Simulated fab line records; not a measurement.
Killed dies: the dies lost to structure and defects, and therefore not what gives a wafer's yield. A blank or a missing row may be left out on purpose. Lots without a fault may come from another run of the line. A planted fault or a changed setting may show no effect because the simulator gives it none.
One fault seen from 2 desks ; flow sky130 ; every desk sees just its own numbers, and what lay behind them comes last

AT THE METROLOGY DESK
Lot by lot, what the gauges showed, no matter which tool ran the lot: averages of those sampled wafers that carry a number. A lot is out of limits, marked OUT, if its mean lies more than 4 standard deviations from the usual mean; the brackets give that distance.
Columns: A = VT_ADJUST_NCORE_OVL at SKY_VT_ADJUST_NCORE_OVL_MEAS_08, usual -0.5 nm; B = VT_ADJUST_PCH_TW at SKY_VT_ADJUST_PCH_TW_MEAS_10, usual 142.2
lot;first seen here;A;B
L868;day 8 14:46;-1.5;144.6
L870;day 9 07:07;0.8;145.2
L871;day 9 15:37;0.8;145.6
L873;day 10 03:49;-1.0;145.4
L874;day 10 04:04;-1.2;141.2
L878;day 11 11:49;-1.3;139.9
L880;day 12 04:05;0.2;144.3
L881;day 12 09:58;-3.7;143.9
L886;day 13 20:37;0.8;142.2
L887;day 14 06:54;-0.5;140.3
L888;day 14 13:24;1.7;141.9
L889;day 15 00:11;-2.2;140.9
L890;day 15 05:53;-1.0;140.7
Result from this desk: across the 13 lots, nothing is out of limits.

FOR THE TOOL OWNER'S DESK: litho track-02
At SKY_SONOS_TUNNEL_SOFTBAKE_03 (time 60 s), the tool's own readings, given per lot that ran on this tool as the mean of the sampled wafers with a number. A lot is out of limits, marked OUT, if its mean lies more than 4 standard deviations from the usual mean; the brackets give that distance.
Columns: A = heater power total W at SKY_SONOS_TUNNEL_SOFTBAKE_03, usual 56.60 W; B = plate temp C at SKY_SONOS_TUNNEL_SOFTBAKE_03, usual 89.99 C
lot;first seen here;A;B
L873;day 12 16:20;56.57;90.14
L880;day 14 19:08;54.65 (-44) OUT;87.81 (-15) OUT
L881;day 15 02:20;54.66 (-44) OUT;87.73 (-15) OUT
L890;day 18 04:26;56.61;90.02
This desk's verdict: out of limits on L880, L881, starting with L880 at day 14 19:08 (heater power total W at SKY_SONOS_TUNNEL_SOFTBAKE_03). L873, L890 stayed within limits.

TAKEN TOGETHER
An alarm could have come from the tool owner's desk at day 14 19:08, on L880, L881.
Nothing out of limits was seen by the metrology desk.
The metrology desk holds a record of L880, L881, inside its limits.
The lots listed all ran SKY_SONOS_TUNNEL_SOFTBAKE_03 on litho track-02.

WHAT THE SIMULATOR HAD PUT IN
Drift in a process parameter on litho track-02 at SKY_SONOS_TUNNEL_SOFTBAKE_03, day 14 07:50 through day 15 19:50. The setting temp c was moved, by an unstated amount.
Shown lots that were struck: L880, L881.
Each desk's first reading out of limits, in hours after the fault started: the tool owner's desk, 11.
